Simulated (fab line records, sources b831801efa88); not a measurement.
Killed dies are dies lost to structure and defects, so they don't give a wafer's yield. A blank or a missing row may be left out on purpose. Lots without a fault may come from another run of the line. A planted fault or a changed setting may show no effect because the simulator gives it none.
A struck lot beside a sound one | flow sky130 | 44 steps out of a route of 708
Sound: wafers L980.2, L980.3, L980.6. Struck: wafers L982.1, L982.5, L982.6. The cause comes at the end.
At each step with rows: each side's tool, then ch and its chambers, then its first start. Under that, the readings that differ: sound wafers | struck wafers | difference of the means | sigmas: that difference in standard deviations of wafers without a fault.
alike: readings whose means differ by less than 2 such deviations, and words and numbers that are the same on both sides. not compared: withheld readings, readings that some wafer has no value for, bounds like >300 that may hide the same value, and numbers for which the record gives no deviation and whose values overlap.
The two part at a step that has a row with sigmas, a row that says differs or no value, or rows on one side only. Numbers that don't overlap but have no deviation are shown without sigmas and don't part them. A reading that every wafer of one side lacks parts them only if that side has two wafers or more.

first, 3 steps without rows for these wafers: SKY_FIELD_ISO_CLEAN_20 (cleans in dHF, time 20 s); SKY_FIELD_ISO_WET_ETCH_21 (etches SiO2 in dHF, target depth 20 nm, time 400 s); SKY_FIELD_ISO_OXIDATION_22 (stabilise 600 s, purge 300 s, target thk 10 nm).
SKY_FIELD_ISO_THK_MEAS_23:
  sound on film_metro-01, day 3 01:56; struck on film_metro-03, day 3 07:32
  alike: FIELD_ISO_OXIDATION_01_THK
then, 1 step without rows for these wafers: SKY_FIELD_ISO_CVD_24 (deposits SiO2, target thk 595 nm, time 99.2 s).
SKY_FIELD_ISO_THK_MEAS_25:
  sound on film_metro-01, day 3 02:05; struck on film_metro-04, day 3 07:40
  alike: FIELD_ISO_CVD_24_THK
then, 1 step without rows for these wafers: SKY_FIELD_ISO_ANNEAL_26 (time 1800 s).
SKY_FIELD_ISO_CMP_27: polishes, stops on Si3N4, t overpolish 16 s, target thk 457.8 nm.
  sound on cmp-02 ch 2,3, day 3 04:52; struck on cmp-01 ch 0,1,2, day 3 10:26
  alike: motor_current_A, overpolish_run_s, time_to_endpoint_s
then, 4 steps without rows for these wafers: SKY_FIELD_ISO_WET_ETCH_28 (etches SiO2 in dHF, target depth 23.7 nm, time 47 s); SKY_FIELD_ISO_WET_ETCH_29 (etches Si3N4 in H3PO4, target depth 160 nm, time 1825 s); SKY_FIELD_ISO_WET_ETCH_30 (etches SiO2 in dHF, target depth 25 nm, time 50 s); SKY_NWELL_CLEAN_00 (cleans in SC1/SC2, time 150 s).
SKY_NWELL_OXIDATION_01: stabilise 600 s, purge 300 s, target thk 10 nm.
  sound on furnace-01 ch 0, day 3 07:26; struck on furnace-01 ch 0, day 3 11:41
  reading                                      | sound                | struck               | difference | sigmas
  spike_tc_bottom_C (C)                        | 922.2 923.6 921.2    | 856.7 856.5 857.1    | -65.6      | -27
  spike_tc_centre_C (C)                        | 900.9 900.0 900.9    | 832.0 833.9 834.5    | -67.1      | -48
  spike_tc_lower_C (C)                         | 901.0 899.2 902.4    | 834.1 833.0 836.9    | -66.2      | -66
  spike_tc_top_C (C)                           | 910.1 909.9 912.1    | 846.6 845.6 847.1    | -64.3      | -36
  spike_tc_upper_C (C)                         | 902.2 899.0 900.1    | 833.0 833.2 832.4    | -67.6      | -68
  tube_center_temp_C (C)                       | 900.12 899.91 900.04 | 832.96 833.23 832.89 | -67.00     | -99 or more
  tube_center_temp_C_max                       | 902.5 902.2 902.6    | 835.4 836.2 835.2    | -66.8      | -99 or more
  zone_power_bottom_pct (%)                    | 27.5 26.7 27.5       | 23.2 23.7 23.0       | -3.9       | -3
  zone_power_top_pct (%)                       | 33.5 33.4 33.7       | 29.4 30.2 30.1       | -3.6       | -4
  model.SiO2_of_NWELL_OXIDATION_01.thk_nm (nm) | 10.06 9.893 9.996    | 4.579 4.52 4.502     | -5.449     |
SKY_NWELL_THK_MEAS_02:
  sound on film_metro-02, day 3 08:50; struck on film_metro-01, day 3 13:04
  reading                  | sound            | struck         | difference | sigmas
  NWELL_OXIDATION_THK (nm) | 10.03 9.87 10.00 | 4.56 4.50 4.48 | -5.45      | -34
then, 8 steps without rows for these wafers: SKY_DNWELL_DEHYDRATE_00 (time 60 s); SKY_DNWELL_HMDS_01 (prime time 60 s); SKY_DNWELL_COAT_02 (resist thk 3000 nm); SKY_DNWELL_SOFTBAKE_03; SKY_DNWELL_EXPOSE_04 (exposes mask DNM, target cd 3000 nm); SKY_DNWELL_PEB_05; SKY_DNWELL_DEVELOP_06 (develop time 60 s); SKY_DNWELL_IMPLANT_07.
SKY_DNWELL_STRIP_08: strips in O2/N2.
  sound on plasma_asher-03 ch 0, day 4 01:17; struck on plasma_asher-02 ch 0,1, day 4 05:50
  alike: drypump_motor_current_A, oes_product_au, strip_time_to_endpoint_s
  not compared: rf_hours_counter_h
SKY_DNWELL_TW_MEAS_09:
  sound on film_metro-01, day 4 01:24; struck on film_metro-01, day 4 05:56
  alike: DNWELL_TW
then, 7 steps without rows for these wafers: SKY_PWDE_DEHYDRATE_00 (time 60 s); SKY_PWDE_HMDS_01 (prime time 60 s); SKY_PWDE_COAT_02 (resist thk 3000 nm); SKY_PWDE_SOFTBAKE_03; SKY_PWDE_EXPOSE_04 (exposes mask PWDEM, target cd 840 nm); SKY_PWDE_PEB_05; SKY_PWDE_DEVELOP_06 (develop time 60 s).
SKY_PWDE_OVL_MEAS_07:
  sound on overlay-02, day 4 19:09; struck on overlay-01, day 4 23:23
  alike: PWDE_OVL
then, 1 step without rows for these wafers: SKY_PWDE_IMPLANT_08.
SKY_PWDE_STRIP_09: strips in O2/N2.
  sound on plasma_asher-01 ch 0,1, day 4 19:20; struck on plasma_asher-02 ch 0,1, day 4 23:35
  alike: drypump_motor_current_A, oes_product_au, strip_time_to_endpoint_s
  not compared: rf_hours_counter_h
SKY_PWDE_TW_MEAS_10:
  sound on film_metro-01, day 4 19:26; struck on film_metro-02, day 4 23:41
  alike: PWDE_TW
then, 7 steps without rows for these wafers: SKY_NWELL_DEHYDRATE_03 (time 60 s); SKY_NWELL_HMDS_04 (prime time 60 s); SKY_NWELL_COAT_05 (resist thk 3000 nm); SKY_NWELL_SOFTBAKE_06; SKY_NWELL_EXPOSE_07 (exposes mask NWM, target cd 840 nm); SKY_NWELL_PEB_08; SKY_NWELL_DEVELOP_09 (develop time 60 s).
-- the record jumps here: 10 days lie between the struck wafers' starts before and after (it left off in module NWELL and takes up again in module SONOS_ONO, whose first step shown is number 183 of the route) --
SKY_SONOS_ONO_ETCH_15: etches the open film in CHF3/O2, target depth 19.52 nm, time 7.8 s.
  sound on rie_diel-01 ch 1,2, day 13 22:45; struck on rie_diel-02 ch 1,2, day 14 15:53
  reading                                      | sound             | struck           | difference | sigmas
  drypump_motor_current_A (A)                  | 6.2 5.4 6.2       | 4.9 4.9 5.8      | -0.7       | -2
  model.SiO2_of_NWELL_OXIDATION_01.thk_nm (nm) | 5.491 5.403 5.449 | 1.327 1.31 1.304 | -4.134     |
  alike: oes_product_au, throttle_valve_pct
  not compared: rf_hours_counter_h
-- the record jumps here: 32 days lie between the struck wafers' starts before and after (it left off in module SONOS_ONO and takes up again in module PAD_OPEN, whose first step shown is number 708 of the route) --
SKY_PAD_OPEN_PROBE_99:
  sound on prober-01, day 46 17:13; struck on prober-01, day 47 02:55
  reading                                  | sound                         | struck                       | difference | sigmas
  model.etest.nfet_16v.r_on_ohm_um         | 1.413e+04 1.419e+04 1.415e+04 | 1.48e+04 1.485e+04 1.488e+04 | +6.87e+02  |
  model.etest.tip_p.rs_ohm_sq              | 6960 6926 6914                | 6532 6508 6513               | -416       |
  model.etest.pfet_01v8.r_on_ohm_um        | 2958 2976 2971                | 2699 2732 2698               | -259       |
  model.etest.pfet_01v8.drive_ua_um        | 188.6 184.3 186.5             | 210.8 209.8 212              | +24.4      |
  model.etest.pfet_01v8_mvt.drive_ua_um    | 148.8 146.8 146.2             | 167.6 167.1 168              | +20.3      |
  model.etest.pfet_01v8_hvt.drive_ua_um    | 140.7 138.2 140               | 156.8 155.8 157.8            | +17.2      |
  model.etest.pfet_01v8_mvt.off_log10_a_um | -11.08 -11.19 -11.21          | -9.291 -9.181 -9.261         | +1.916     |
  alike: killed_at_M0_to_M3, killed_at_M4_up, killed_at_contacts, killed_at_front_end, killed_at_other, killed_dies, killed_on_rim, killed_open, killed_short
  not compared: model.etest.res_pwell_under_gate.rs_ohm_sq

WHERE THEY PART
First at SKY_NWELL_OXIDATION_01; last, within this record, at SKY_SONOS_ONO_ETCH_15. Later steps at which nothing parts them and some readings are alike: SKY_PAD_OPEN_PROBE_99.

WHY: what the simulator had put in
Process parameter drift: furnace-01, from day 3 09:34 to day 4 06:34, at SKY_NWELL_OXIDATION_01. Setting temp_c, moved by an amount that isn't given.
